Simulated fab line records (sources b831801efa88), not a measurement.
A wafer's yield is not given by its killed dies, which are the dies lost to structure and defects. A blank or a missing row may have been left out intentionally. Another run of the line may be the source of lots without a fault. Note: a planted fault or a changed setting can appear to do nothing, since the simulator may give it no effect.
Struck lot and sound lot, side by side || flow sky130 || 16 out of 708 route steps
Sound: these wafers, L272.2, L272.3, L272.5. The struck wafers were L289.3, L289.4. The cause comes at the end.
Order at every step that has rows: each side's tool, ch and its chambers, its first start. Under that, the readings that differ: sound wafers || struck wafers || difference of the means || sigmas: that difference in standard deviations of wafers without a fault.
alike: same words and numbers on both sides, and readings whose means sit less than 2 such deviations apart. not compared: any withheld reading, any reading some wafer has no value for, any bound like >300 that may hide the same value, and any number with overlapping values for which the record gives no deviation.
Wherever a step has rows on one side only, a row that says differs or no value, or a row with sigmas, the two part there. Numbers that don't overlap but have no deviation are shown without sigmas and don't part them. A reading that every wafer of one side lacks parts them only if that side has two wafers or more.

first, 3 steps without rows for these wafers: SKY_METAL1_EXPOSE_12 (exposes mask MM1, target cd 140 nm); SKY_METAL1_PEB_13; SKY_METAL1_DEVELOP_14 (develop time 60 s).
SKY_METAL1_CD_MEAS_15 targets a cd of 140 nm.
  sound on cd sem-01, day 34 13:17; struck on cd sem-02, day 39 00:15
  alike: cd nm
SKY_METAL1_OVL_MEAS_16:
  sound on overlay-02, day 34 13:25; struck on overlay-01, day 39 00:20
  alike: METAL1_OVL
SKY_METAL1_DESCUM_17: chemistry O2, time 8 s.
  sound on rie metal-02 ch 0,1, day 34 13:26; struck on rie metal-02 ch 0,1, day 39 00:22
  alike: drypump motor current A, oes product au
  not compared: rf hours counter h
SKY_METAL1_ETCH_18: etches BARC in N2/H2, stops on SiO2, time 45.9 s, target depth 60 nm.
  sound on rie metal-02 ch 0,1, day 34 13:28; struck on rie metal-02 ch 0,1, day 39 00:25
  alike: drypump motor current A, oes product au, throttle valve pct
  not compared: rf hours counter h
SKY_METAL1_METAL_ETCH_19: etches the open film in Cl2/BCl3, stops on SiO2, target depth 360 nm, time 78 s.
  sound on rie metal-02 ch 0,1, day 34 13:32; struck on rie metal-02 ch 0,1, day 39 00:29
  alike: bcl3 flow sccm, drypump motor current A, oes product au, throttle valve pct
  not compared: rf hours counter h
SKY_METAL1_STRIP_20: strips in O2/N2.
  sound on plasma asher-01 ch 0,1, day 34 13:38; struck on plasma asher-02 ch 0,1, day 39 00:35
  alike: drypump motor current A, oes product au, strip time to endpoint s
  not compared: rf hours counter h
then, 3 steps without rows for these wafers: SKY_METAL1_STRIP_21 (strips in post etch residue remover, time 1200 s); SKY_METAL1_CLEAN_22 (cleans in IPA, time 180 s); SKY_METAL1_CLEAN_23 (cleans in O3/DIW).
SKY_VIA1_HDPCVD_00: deposits SiO2, target thk 1030 nm, time 171.7 s.
  sound on hdpcvd-02 ch 1,2, day 34 14:13; struck on hdpcvd-02 ch 0, day 39 01:10
{"reading": "model.SiO2_of_VIA1_HDPCVD_00.thk nm (nm)", "sound": "1041 1043 1045", "struck": "1584 1574", "difference": "+536", "sigmas": ""}
SKY_VIA1_THK_MEAS_01:
  sound on film metro-01, day 34 14:20; struck on film metro-03, day 39 01:18
{"reading": "VIA1_HDPCVD_THK (nm)", "sound": "1041 1043 1045", "struck": "1585 1574", "difference": "+536", "sigmas": "+49"}
SKY_VIA1_CMP_02: polishes SiO2.
  sound on cmp-01 ch 0,1, day 34 14:23; struck on cmp-01 ch 0,2, day 39 01:23
  alike: head pressure psi, motor current A
after that, 1 step had no rows for these wafers: SKY_PAD_OPEN_PROBE_99.

## WHERE THEY PART
SKY_VIA1_THK_MEAS_01 only, going by this record. Later steps at which nothing parts them and some readings are alike: SKY_VIA1_CMP_02.

WHY: whatever the simulator had introduced
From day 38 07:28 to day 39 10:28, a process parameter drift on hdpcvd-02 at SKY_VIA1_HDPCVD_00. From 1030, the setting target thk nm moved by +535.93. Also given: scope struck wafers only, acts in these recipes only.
